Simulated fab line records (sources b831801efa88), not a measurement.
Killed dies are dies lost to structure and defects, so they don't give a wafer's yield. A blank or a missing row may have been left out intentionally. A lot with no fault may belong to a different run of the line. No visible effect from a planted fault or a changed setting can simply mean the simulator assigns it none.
A struck lot beside a sound one ; flow gf180mcu ; 14 out of 602 route steps
Sound: the wafers L403.3, L403.4, L403.6. Struck: wafers L415.2, L415.3, L415.5. Last of all comes the cause.
Per side, at each step with rows, come the tool, then ch with its chambers, and then its first start. Under that, the readings that differ: sound wafers ; struck wafers ; difference of the means ; sigmas: that difference in standard deviations of wafers without a fault.
alike: a reading whose means differ by less than 2 such deviations, as well as words and numbers matching on both sides. not compared: withheld readings; readings where some wafer has no value; bounds like >300 that might hide an equal value; numbers whose values overlap and for which the record gives no deviation.
Wherever a step has rows on one side only, a row that says differs or no value, or a row with sigmas, the two part there. Numbers that have no deviation but don't overlap get no sigmas and don't part them. A reading missing from all wafers of one side parts the sides only when that side holds two or more wafers.

GF_M1_SPUTTER_00: material Ti, target thk 37.5 nm, time 150 s.
  struck on pvdSputter-02, day 21 11:32; sound on pvdSputter-01, day 16 11:08
  alike: throttleValvePct
GF_M1_SPUTTER_01: material TiN, target thk 30 nm, time 25 s.
  struck on pvdSputter-02, day 21 11:38; sound on pvdSputter-01, day 16 11:14
  alike: throttleValvePct
GF_M1_SPUTTER_02: material AlCu, target thk 450 nm, time 23.9 s.
  struck on pvdSputter-02, day 21 11:40; sound on pvdSputter-01, day 16 11:16
  alike: throttleValvePct
GF_M1_SPUTTER_03: material Ti, target thk 10 nm, time 6.7 s.
  struck on pvdSputter-02, day 21 11:42; sound on pvdSputter-01, day 16 11:18
  alike: throttleValvePct
GF_M1_SPUTTER_04: material TiN, target thk 50 nm, time 41.7 s.
  struck on pvdSputter-02, day 21 11:43; sound on pvdSputter-01, day 16 11:19
  alike: throttleValvePct
GF_M1_RS_MEAS_05: uses a four-point probe to measure.
  struck on filmMetro-01, day 21 11:47; sound on filmMetro-02, day 16 11:24
  alike: M1_ALCU_RS
GF_M1_THK_MEAS_06: measures by xrf.
  struck on filmMetro-01, day 21 11:53; sound on filmMetro-02, day 16 11:30
  alike: M1_ALCU_THK
then, 5 steps without rows for these wafers: GF_M1_DEHYDRATE_07 (time 60 s); GF_M1_HMDS_08 (prime time 60 s); GF_M1_COAT_09 (resist thk 1000 nm); GF_M1_SOFTBAKE_10 (time 60 s); GF_M1_EXPOSE_11 (exposes mask Metal1, target cd 230 nm).
GF_M1_PEB_12: peb time 90 s.
  struck on lithoTrack-04, day 22 11:01; sound on lithoTrack-03 ch 0, day 17 10:16
  no value came back on the struck wafers for chillPlateTempC (C), exhaustPa (Pa); on the sound wafers chillPlateTempC (C) reads 23.12 22.99 23.21
then, 1 step without rows for these wafers: GF_M1_DEVELOP_13 (develop time 60 s).

## WHERE THEY PART
Only at GF_M1_PEB_12, within this record.

WHY: whatever the simulator had introduced
Beginning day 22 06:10, the whole step at GF_M1_PEB_12 was skipped on lithoTrack-04. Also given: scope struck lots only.
